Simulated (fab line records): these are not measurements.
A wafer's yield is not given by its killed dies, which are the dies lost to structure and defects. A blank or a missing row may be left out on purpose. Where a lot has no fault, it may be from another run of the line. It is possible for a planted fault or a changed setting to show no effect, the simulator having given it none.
Which of the tools did it? -- flow gf180mcu -- 24 lots (72 wafers sampled), 1 step of a 602-step route

WHAT THE GAUGES READ, wafer by wafer
GF_SAB_THK_MEAS_01.
lot,measured,on,SAB_CVD_00_THK (nm)
L074,day 14 06:14,film_metro-01,48.8 50.0 49.4
L075,day 14 15:29,film_metro-03,48.5 49.9 50.3
L076,day 15 09:01,film_metro-02,49.1 49.3 50.0
L077,day 15 11:19,film_metro-03,49.7 49.9 50.2
L078,day 15 18:57,film_metro-03,49.1 50.2 49.9
L079,day 16 04:25,film_metro-03,48.4 49.2 50.0
L080,day 16 13:21,film_metro-01,49.4 49.0 49.8
L081,day 16 21:10,film_metro-02,48.8 49.8 49.6
L082,day 17 00:12,film_metro-03,50.2 50.7 50.6
L083,day 17 15:25,film_metro-03,49.6 49.9 50.0
L085,day 18 02:17,film_metro-03,49.2 49.4 50.4
L084,day 18 02:40,film_metro-02,49.6 48.8 50.5
L086,day 18 16:34,film_metro-02,49.7 49.6 50.3
L087,day 18 23:41,film_metro-02,49.3 50.2 49.6
L088,day 19 08:38,film_metro-01,49.2 49.1 50.0
L089,day 19 18:53,film_metro-03,49.5 49.6 50.5
L090,day 19 19:49,film_metro-01,49.4 49.1 49.5
L091,day 20 11:27,film_metro-02,49.5 50.1 50.8
L092,day 21 01:19,film_metro-03,49.5 49.6 49.8
L093,day 21 12:29,film_metro-02,49.6 49.7 50.6
L094,day 21 15:05,film_metro-03,48.9 49.5 49.9
L095,day 21 18:59,film_metro-01,49.7 50.3 49.8
L096,day 22 10:02,film_metro-01,49.7 50.3 50.2
L097,day 22 19:50,film_metro-03,49.6 51.2 50.2

WHAT TOOL EACH LOT RAN ON (gives the tool, then ch and the chambers of the sampled wafers, and finally the start)
No process step before these readings appears in the record.

WHAT THE TOOLS THEMSELVES READ (means of the sampled wafers that have a number; where no wafer has one, the mark that the record gives instead)
The record holds no such reading with a usual standard deviation.

THE ANSWER, worked out from the rows above alone
Rule: usual is defined by the lots themselves. The widest of any qualifying gaps counts: lots, ordered by their means at a reading, are off when they make up no more than a third of the lots, leave a main group of 4 or more, and stand apart from it by 3 or more times the standard deviation of that group's means. A main group is skipped when, at the precision printed for the reading in the tables above, its means are all equal. Also off: a lot with no number at a reading for which 4 or more lots have one. Where the step has rows for the other lots, those lots are counted as sound. After the gauges, taken in route order, come the tools' own readings; for these a lot's mean is taken, as printed above. The first step at which some lot is off is used, and at that step the reading that is off furthest; a lot without a number counts as furthest.
No lot is off on any of the readings shown, so nothing can be concluded from this.

WHAT THE SIMULATOR HAD PUT IN
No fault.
